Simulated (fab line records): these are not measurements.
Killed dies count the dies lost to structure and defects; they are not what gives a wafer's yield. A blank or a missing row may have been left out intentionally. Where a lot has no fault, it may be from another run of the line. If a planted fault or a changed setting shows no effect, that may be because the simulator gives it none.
What tool caused it? ; flow sky130 ; 10 lots with 30 wafers sampled at 3 steps, on a route of 708 steps

== WHAT THE GAUGES READ, wafer by wafer ==
SKY_VIA2_RS_MEAS_22: measures by four-point-probe.
lot;measured;on;VIA2_W_RS (ohm/sq)
L644;day 36 12:59;film metro-03;0.263 0.264 0.264
L648;day 38 00:43;film metro-01;0.274 0.273 0.273
L649;day 38 06:28;film metro-03;0.276 0.273 0.274
L655;day 40 07:46;film metro-01;0.589 0.278 0.279 0.589 0.278 0.279
L656;day 40 08:23;film metro-03;0.599 0.272 0.600 0.599 0.272 0.601
L660;day 41 15:05;film metro-04;0.269 0.270 0.270
L659;day 41 17:54;film metro-04;0.270 0.272 0.267
L663;day 42 12:50;film metro-04;0.272 0.269 0.273
L664;day 42 17:52;film metro-04;0.268 0.269 0.274
L666;day 43 05:34;film metro-04;0.273 0.272 0.273

== WHAT TOOL EACH LOT RAN ON (gives the tool, then ch and the chambers of the sampled wafers, and finally the start) ==
lot;SKY_VIA2_SPUTTER_20;SKY_VIA2_CVD_21
L644;pvd sputter-02, day 36 12:46;cvd w-01 ch 0, day 36 12:50
L648;pvd sputter-02, day 38 00:32;cvd w-02 ch 0,1, day 38 00:35
L649;pvd sputter-02, day 38 06:14;cvd w-02 ch 0,1, day 38 06:20
L655;pvd sputter-01, day 40 07:34;cvd w-02 ch 0,1, day 40 07:38
L656;pvd sputter-03, day 40 08:11;cvd w-02 ch 0,1, day 40 08:15
L660;pvd sputter-02, day 41 14:53;cvd w-01 ch 0,1, day 41 14:57
L659;pvd sputter-03, day 41 17:43;cvd w-01 ch 0,1, day 41 17:46
L663;pvd sputter-02, day 42 12:38;cvd w-01 ch 0,1, day 42 12:42
L664;pvd sputter-01, day 42 17:38;cvd w-02 ch 0,1, day 42 17:44
L666;pvd sputter-02, day 43 05:19;cvd w-02 ch 0,1, day 43 05:25
- SKY_VIA2_SPUTTER_20: material TiN, target thk 20 nm, time 80 s.
- SKY_VIA2_CVD_21: deposits W, target thk 420 nm, time 126.4 s.

== THE ANSWER, worked out from the rows above alone ==
Rule: the usual values come from the lots themselves. The widest of any qualifying gaps counts: lots, ordered by their means at a reading, are off when they make up no more than a third of the lots, leave a main group of 4 or more, and stand apart from it by 3 or more times the standard deviation of that group's means. If all means in a main group match to the digits the tables above print for the reading, that group is not used. A lot without any number at a reading at which 4 lots or more have one is off too. Where the step has rows for the other lots, those lots are counted as sound.
Off: L655, L656, seen at SKY_VIA2_RS_MEAS_22 (VIA2_W_RS). Mean 0.271 ohm/sq and standard deviation 0.0031 in the main group.
A tool fits if, at a process step before that reading, it ran every lot that is off, and no sound lot after the first of them. The gauges at SKY_VIA2_RS_MEAS_22 are tried like those tools. Not one of the candidates tried fits.

== WHAT HAD BEEN PUT IN BY THE SIMULATOR ==
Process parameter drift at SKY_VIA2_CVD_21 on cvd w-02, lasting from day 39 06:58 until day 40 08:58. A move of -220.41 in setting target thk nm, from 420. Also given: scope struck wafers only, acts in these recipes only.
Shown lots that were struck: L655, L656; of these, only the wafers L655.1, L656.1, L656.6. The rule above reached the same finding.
